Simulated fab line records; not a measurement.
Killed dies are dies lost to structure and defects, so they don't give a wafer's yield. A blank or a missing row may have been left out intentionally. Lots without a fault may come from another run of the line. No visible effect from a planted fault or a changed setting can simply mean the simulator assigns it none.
Which of the tools did it? | flow sky130 | 42 wafers from 14 lots sampled at 3 of the route's 708 steps

## WHAT THE GAUGES READ, wafer by wafer
SKY_VT_ADJUST_NCORE_TW_MEAS_11.
lot  | measured     | on            | VT_ADJUST_NCORE_TW
L716 | day 8 11:56  | film_metro-03 | 221.4 220.4 220.0
L717 | day 8 20:35  | film_metro-04 | 218.2 218.5 217.3
L718 | day 9 01:02  | film_metro-02 | 217.7 218.0 217.7
L719 | day 9 14:58  | film_metro-02 | 218.0 217.7 218.9
L720 | day 9 21:31  | film_metro-02 | 218.6 216.7 218.3
L721 | day 10 07:37 | film_metro-03 | 220.1 221.5 221.2
L724 | day 11 03:16 | film_metro-02 | 216.6 215.5 216.4
L725 | day 11 07:42 | film_metro-04 | 218.2 219.2 219.3
L727 | day 11 20:07 | film_metro-03 | 221.1 221.0 220.4
L729 | day 12 11:37 | film_metro-03 | 221.3 221.7 220.7
L730 | day 12 18:38 | film_metro-02 | 215.5 216.4 216.4
L731 | day 12 20:46 | film_metro-02 | 217.8 217.2 216.7
L734 | day 13 23:40 | film_metro-04 | 216.1 217.2 216.2
L736 | day 14 10:44 | film_metro-02 | 217.4 217.6 216.9

SKY_VT_ADJUST_HVTR_OVL_MEAS_08.
lot  | measured     | on         | VT_ADJUST_HVTR_OVL (nm)
L716 | day 9 08:56  | overlay-01 | 2.3 0.8 -0.3
L717 | day 9 17:56  | overlay-01 | -0.1 -1.5 -0.9
L718 | day 9 22:27  | overlay-01 | 2.4 1.9 1.2
L719 | day 10 12:38 | overlay-01 | 1.8 3.7 2.4
L720 | day 10 19:18 | overlay-02 | -1.6 0.3 0.0
L721 | day 11 06:26 | overlay-02 | -0.7 -1.7 0.2
L724 | day 12 01:56 | overlay-02 | -0.7 -0.4 0.4
L725 | day 12 07:39 | overlay-02 | -2.2 -0.1 -1.4
L727 | day 12 20:06 | overlay-02 | -0.6 1.9 -2.5
L729 | day 13 11:20 | overlay-02 | -1.8 -1.1 1.7
L730 | day 13 17:32 | overlay-02 | 2.9 -0.8 1.1
L731 | day 13 18:59 | overlay-01 | 1.0 -0.7 0.2
L734 | day 15 01:23 | overlay-02 | 0.9 0.3 1.6
L736 | day 15 11:43 | overlay-01 | 0.3 2.6 0.5

## EACH LOT AND THE TOOL THAT RAN IT (in order: tool; ch and the chambers of the sampled wafers; start)
lot  | SKY_VT_ADJUST_LVTN_STRIP_09
L716 | plasma_asher-03 ch 0,1, day 6 19:13
L717 | plasma_asher-04 ch 0,1, day 7 02:56
L718 | plasma_asher-03 ch 0,1, day 7 08:18
L719 | plasma_asher-02 ch 0,1, day 7 20:09
L720 | plasma_asher-03 ch 0,1, day 8 03:42
L721 | plasma_asher-02 ch 0,1, day 8 11:36
L724 | plasma_asher-04 ch 0,1, day 9 06:56
L725 | plasma_asher-02 ch 0,1, day 9 10:57
L727 | plasma_asher-04 ch 0,1, day 9 21:43
L729 | plasma_asher-02 ch 0,1, day 10 12:50
L730 | plasma_asher-04 ch 0,1, day 10 18:38
L731 | plasma_asher-03 ch 0,1, day 10 21:47
L734 | plasma_asher-03 ch 0, day 11 23:59
L736 | plasma_asher-04 ch 0,1, day 12 09:59
- SKY_VT_ADJUST_LVTN_STRIP_09: strips in O2/N2.

## AS READ BY THE TOOLS THEMSELVES (means over the sampled wafers that have a number; for cases with no such wafer, the mark the record gives instead)
SKY_VT_ADJUST_LVTN_STRIP_09.
lot  | tool            | drypump_motor_current_A (A) | oes_product_au (a.u.) | strip_time_to_endpoint_s (s)
L716 | plasma_asher-03 | 6.3                         | 0.720                 | 36.66
L717 | plasma_asher-04 | 5.5                         | 0.717                 | 36.74
L718 | plasma_asher-03 | 6.0                         | 0.725                 | 36.67
L719 | plasma_asher-02 | 5.2                         | 0.724                 | 36.75
L720 | plasma_asher-03 | 6.3                         | 0.723                 | 36.61
L721 | plasma_asher-02 | 5.3                         | 0.720                 | 36.86
L724 | plasma_asher-04 | 5.5                         | 0.720                 | 36.78
L725 | plasma_asher-02 | 5.2                         | 0.724                 | 36.75
L727 | plasma_asher-04 | 5.5                         | 0.723                 | 36.75
L729 | plasma_asher-02 | 5.2                         | 0.725                 | 36.67
L730 | plasma_asher-04 | 5.5                         | 0.724                 | 36.69
L731 | plasma_asher-03 | 6.3                         | 0.723                 | 36.67
L734 | plasma_asher-03 | 5.8                         | 0.727                 | 36.70
L736 | plasma_asher-04 | 5.5                         | 0.723                 | 36.62

## THE ANSWER, worked out from the rows above alone
Rule: usual is defined by the lots themselves. The widest of any qualifying gaps counts: lots, ordered by their means at a reading, are off when they make up no more than a third of the lots, leave a main group of 4 or more, and stand apart from it by 3 or more times the standard deviation of that group's means. A main group whose means are all the same, to the digits that the tables above print for the reading, isn't used. Also off: a lot with no number at a reading for which 4 or more lots have one. Any other lot the step has rows for is counted as sound. After the gauges, taken in route order, come the tools' own readings; for these a lot's mean is taken, as printed above. The first step at which some lot is off is used, and at that step the reading that is off furthest; a lot without a number counts as furthest.
Across all readings shown, no lot is off: no conclusion can be drawn from this.

## WHAT WAS PUT IN BY THE SIMULATOR
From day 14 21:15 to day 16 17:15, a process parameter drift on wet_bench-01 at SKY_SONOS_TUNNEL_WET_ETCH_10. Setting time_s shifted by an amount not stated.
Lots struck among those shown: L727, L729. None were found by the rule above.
